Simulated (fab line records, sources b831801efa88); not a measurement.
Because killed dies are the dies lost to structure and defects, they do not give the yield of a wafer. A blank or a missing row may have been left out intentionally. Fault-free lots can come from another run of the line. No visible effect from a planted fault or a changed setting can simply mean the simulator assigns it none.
Split-lot trial || flow gf180mcu || 23 wafers read across 5 lots, on a route 602 steps long

THE SPLIT
At GF_M2_COAT_09 (resist thk 1000 nm), the setting resist thk nm was moved away from the recipe's 1000 nm on 7 of the 23 wafers read, by +2.8% to +3.5%. All remaining wafers had this setting at the recipe value.

FROM THE SPLIT TO THE READING: what the file shows between them, 3 steps
- GF_M2_SOFTBAKE_10: time 60 s
- GF_M2_EXPOSE_11: exposes mask Metal2, target cd 280 nm
- GF_M2_METAL_ETCH_16: etches the open film in Cl2/BCl3, stops on SiO2, target depth 627.5 nm, time 104.6 s

THE READING
oes product au, in a.u., at GF_M2_STRIP_17 (strips in O2/N2). On this fab line, fault-free wafers typically give 0.556 a.u. with a standard deviation of 0.0046 a.u.

{"wafer": "L076.1", "tool, chamber at the split": "litho track-01, 0", "resist thk nm as run, nm": 1000, "against the recipe": "recipe", "oes product au, a.u.": 0.563, "against lot-mates on the recipe": "-"}
{"wafer": "L076.5", "tool, chamber at the split": "litho track-01, 0", "resist thk nm as run, nm": 1000, "against the recipe": "recipe", "oes product au, a.u.": 0.550, "against lot-mates on the recipe": "-"}
{"wafer": "L076.6", "tool, chamber at the split": "litho track-01, 0", "resist thk nm as run, nm": 1000, "against the recipe": "recipe", "oes product au, a.u.": 0.558, "against lot-mates on the recipe": "-"}
{"wafer": "L078.1", "tool, chamber at the split": "litho track-01, 0", "resist thk nm as run, nm": 1000, "against the recipe": "recipe", "oes product au, a.u.": 0.553, "against lot-mates on the recipe": "-"}
{"wafer": "L078.2", "tool, chamber at the split": "litho track-01, 0", "resist thk nm as run, nm": 1028, "against the recipe": "+2.8%", "oes product au, a.u.": 0.571, "against lot-mates on the recipe": "+0.017"}
{"wafer": "L078.4", "tool, chamber at the split": "litho track-01, 0", "resist thk nm as run, nm": 1028, "against the recipe": "+2.8%", "oes product au, a.u.": 0.577, "against lot-mates on the recipe": "+0.023"}
{"wafer": "L078.5", "tool, chamber at the split": "litho track-01, 0", "resist thk nm as run, nm": 1000, "against the recipe": "recipe", "oes product au, a.u.": 0.554, "against lot-mates on the recipe": "-"}
{"wafer": "L078.6", "tool, chamber at the split": "litho track-01, 0", "resist thk nm as run, nm": 1000, "against the recipe": "recipe", "oes product au, a.u.": 0.555, "against lot-mates on the recipe": "-"}
{"wafer": "L082.1", "tool, chamber at the split": "litho track-02, 0", "resist thk nm as run, nm": 1032, "against the recipe": "+3.2%", "oes product au, a.u.": 0.568, "against lot-mates on the recipe": "+0.015"}
{"wafer": "L082.2", "tool, chamber at the split": "litho track-02, 0", "resist thk nm as run, nm": 1000, "against the recipe": "recipe", "oes product au, a.u.": 0.556, "against lot-mates on the recipe": "-"}
{"wafer": "L082.3", "tool, chamber at the split": "litho track-02, 0", "resist thk nm as run, nm": 1000, "against the recipe": "recipe", "oes product au, a.u.": 0.550, "against lot-mates on the recipe": "-"}
{"wafer": "L082.4", "tool, chamber at the split": "litho track-02, 0", "resist thk nm as run, nm": 1032, "against the recipe": "+3.2%", "oes product au, a.u.": 0.568, "against lot-mates on the recipe": "+0.015"}
{"wafer": "L082.5", "tool, chamber at the split": "litho track-02, 0", "resist thk nm as run, nm": 1032, "against the recipe": "+3.2%", "oes product au, a.u.": 0.568, "against lot-mates on the recipe": "+0.015"}
{"wafer": "L083.2", "tool, chamber at the split": "litho track-02, 0", "resist thk nm as run, nm": 1000, "against the recipe": "recipe", "oes product au, a.u.": 0.561, "against lot-mates on the recipe": "-"}
{"wafer": "L083.3", "tool, chamber at the split": "litho track-02, 0", "resist thk nm as run, nm": 1000, "against the recipe": "recipe", "oes product au, a.u.": 0.561, "against lot-mates on the recipe": "-"}
{"wafer": "L083.4", "tool, chamber at the split": "litho track-02, 0", "resist thk nm as run, nm": 1000, "against the recipe": "recipe", "oes product au, a.u.": 0.557, "against lot-mates on the recipe": "-"}
{"wafer": "L083.5", "tool, chamber at the split": "litho track-02, 0", "resist thk nm as run, nm": 1000, "against the recipe": "recipe", "oes product au, a.u.": 0.555, "against lot-mates on the recipe": "-"}
{"wafer": "L083.6", "tool, chamber at the split": "litho track-02, 0", "resist thk nm as run, nm": 1000, "against the recipe": "recipe", "oes product au, a.u.": 0.562, "against lot-mates on the recipe": "-"}
{"wafer": "L084.2", "tool, chamber at the split": "litho track-02, 0", "resist thk nm as run, nm": 1035, "against the recipe": "+3.5%", "oes product au, a.u.": 0.574, "against lot-mates on the recipe": "+0.019"}
{"wafer": "L084.3", "tool, chamber at the split": "litho track-02, 0", "resist thk nm as run, nm": 1000, "against the recipe": "recipe", "oes product au, a.u.": 0.560, "against lot-mates on the recipe": "-"}
{"wafer": "L084.4", "tool, chamber at the split": "litho track-02, 0", "resist thk nm as run, nm": 1000, "against the recipe": "recipe", "oes product au, a.u.": 0.554, "against lot-mates on the recipe": "-"}
{"wafer": "L084.5", "tool, chamber at the split": "litho track-02, 0", "resist thk nm as run, nm": 1000, "against the recipe": "recipe", "oes product au, a.u.": 0.551, "against lot-mates on the recipe": "-"}
{"wafer": "L084.6", "tool, chamber at the split": "litho track-02, 0", "resist thk nm as run, nm": 1035, "against the recipe": "+3.5%", "oes product au, a.u.": 0.568, "against lot-mates on the recipe": "+0.013"}

THE FIT
A straight line over all 23 wafers: oes product au changes by +0.00442 a.u. for each +1% of resist thk nm; r = +0.85; the points scatter about the line by 0.0043 a.u.
The same after taking each lot's own level away (the mean of its wafers on the recipe; 23 wafers): +0.00516 a.u. for each +1%; r = +0.90; scatter 0.0038 a.u.
According to that fit, moving resist thk nm by its largest amount changes the reading by 0.018 a.u.
From 0.5530 to 0.5592 a.u.: that is the span of the lots' own levels, equal to 1.3 times the standard deviation above.
So the slope is not independent of the lot-to-lot level: the two fits are not the same.
Check: +0.018 a.u. against its lot-mates is what the line predicts for one of the wafers moved furthest among these (+3.5%) when that wafer is left out of the fit. Against them it came out at +0.019 a.u.

THE WHOLE CHAIN: every reading that the file lists as answering this split, in the file's order
{"step": "GF_M2_COAT_09", "what it does": "resist thk 1000 nm", "reading": "KrF_of_M2_COAT_09.thk nm (the simulator's own value, which no gauge read)", "change (the file's fit)": "+9.75 nm for each +1% of the setting", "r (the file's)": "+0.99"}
{"step": "GF_M2_METAL_ETCH_16", "what it does": "etches the open film in Cl2/BCl3, stops on SiO2, target depth 627.5 nm, time 104.6 s", "reading": "KrF_of_M2_COAT_09.thk nm (the simulator's own value, which no gauge read)", "change (the file's fit)": "+9.73 nm for each +1% of the setting", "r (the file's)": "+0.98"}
{"step": "GF_M2_STRIP_17", "what it does": "strips in O2/N2", "reading": "oes product au", "change (the file's fit)": "+0.00528 a.u. for each +1% of the setting", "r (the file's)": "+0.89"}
{"step": "GF_M2_STRIP_17", "what it does": "strips in O2/N2", "reading": "strip time to endpoint s", "change (the file's fit)": "withheld for each +1% of the setting", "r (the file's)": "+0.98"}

THE FILE'S OWN FIT
oes product au changes by +0.00528 a.u. for each +1% of resist thk nm, r = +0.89.
